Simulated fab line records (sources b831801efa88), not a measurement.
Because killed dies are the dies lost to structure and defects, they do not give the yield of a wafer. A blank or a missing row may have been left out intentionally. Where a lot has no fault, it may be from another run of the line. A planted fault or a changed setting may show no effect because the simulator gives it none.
Comparing a struck lot with a sound one -- flow gf180mcu -- 17 steps out of a route of 602
Sound: these wafers, L590.3, L590.4, L590.5. Wafers L592.1, L592.3, L592.4 were the ones struck. The cause is named last.
For every step that has rows: the tool of each side, followed by ch and its chambers, followed by its first start. Under that, the readings that differ: sound wafers -- struck wafers -- difference of the means -- sigmas: that difference in standard deviations of wafers without a fault.
alike: same words and numbers on both sides, and readings whose means sit less than 2 such deviations apart. not compared: any withheld reading, any reading some wafer has no value for, any bound like >300 that may hide the same value, and any number with overlapping values for which the record gives no deviation.
Wherever a step has rows on one side only, a row that says differs or no value, or a row with sigmas, the two part there. Non-overlapping numbers with no deviation appear without sigmas and do not part them. Lack of a reading on every wafer of one side parts them only where that side has two or more wafers.

first, 6 steps without rows for these wafers: GF_M1_HMDS_08 (prime time 60 s); GF_M1_COAT_09 (resist thk 1000 nm); GF_M1_SOFTBAKE_10 (time 60 s); GF_M1_EXPOSE_11 (exposes mask Metal1, target cd 230 nm); GF_M1_PEB_12 (peb time 90 s); GF_M1_DEVELOP_13 (develop time 60 s).
GF_M1_CD_MEAS_14 targets a cd of 230 nm.
  sound on cd_sem-02 at day 22 09:14; struck on cd_sem-02 at day 22 21:58
  alike: cd_nm
GF_M1_OVL_MEAS_15:
  sound on overlay-01 at day 22 09:20; struck on overlay-01 at day 22 22:05
  alike: M1_OVL
GF_M1_METAL_ETCH_16: etches the open film in Cl2/BCl3, stops on SiO2, target depth 627.5 nm, time 104.6 s.
  sound on rie_metal-04 ch 0,1, day 22 09:24; struck on rie_metal-01 ch 1, day 22 22:07
  alike: bcl3_flow_sccm, drypump_motor_current_A, oes_product_au, throttle_valve_pct
  not compared: rf_hours_counter_h
GF_M1_STRIP_17: strips in O2/N2.
  sound on plasma_asher-03 ch 0,1, day 22 09:31; struck on plasma_asher-03 ch 0,1, day 22 22:21
  alike: drypump_motor_current_A, heater_power_w, oes_product_au, strip_time_to_endpoint_s
  not compared: rf_hours_counter_h
then, 2 steps without rows for these wafers: GF_M1_STRIP_18 (strips in post etch residue remover, time 1200 s); GF_M1_CLEAN_19 (cleans in DIW).
GF_V1_CVD_00: deposits SiO2, target thk 600 nm, time 97.07 s.
  sound on hdpcvd-01 ch 0,1, day 22 10:01; struck on hdpcvd-02 ch 0,1,2, day 22 22:55
  no value came back on the struck wafers for pressure_mtorr (mTorr), run_length_s (s); on the sound wafers pressure_mtorr (mTorr) reads 5.978 5.981 6.005
GF_V1_CVD_02: deposits SiO2 from TEOS, target thk 850 nm, time 94.851 s.
  sound on pecvd-02 ch 1,2, day 22 10:10; struck on pecvd-03 ch 0,2, day 22 23:02
  alike: heater_power_outer_w, heater_power_w
  not compared: since_wet_clean_h
GF_V1_CMP_04: polishes SiO2.
  sound on cmp-02 ch 1,2,3, day 22 10:18; struck on cmp-02 ch 0,2,3, day 22 23:13
  alike: edge_zone_pressure_frac, head_pressure_psi, motor_current_A
GF_V1_BOW_MEAS_05:
  sound on film_metro-02 at day 22 10:38; struck on film_metro-02 at day 22 23:31
reading,sound,struck,difference,sigmas
V1_BOW (um),74 76 74,58 57 51,-19,-3
then, 1 step without rows for these wafers: GF_V1_DEHYDRATE_06 (time 60 s).

WHERE THEY PART
Earliest at GF_V1_CVD_00; latest, in this record, at GF_V1_BOW_MEAS_05.

WHY: what the simulator had put in
Whole step skipped at GF_V1_CVD_00 on hdpcvd-02, starting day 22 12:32. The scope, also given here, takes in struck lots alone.
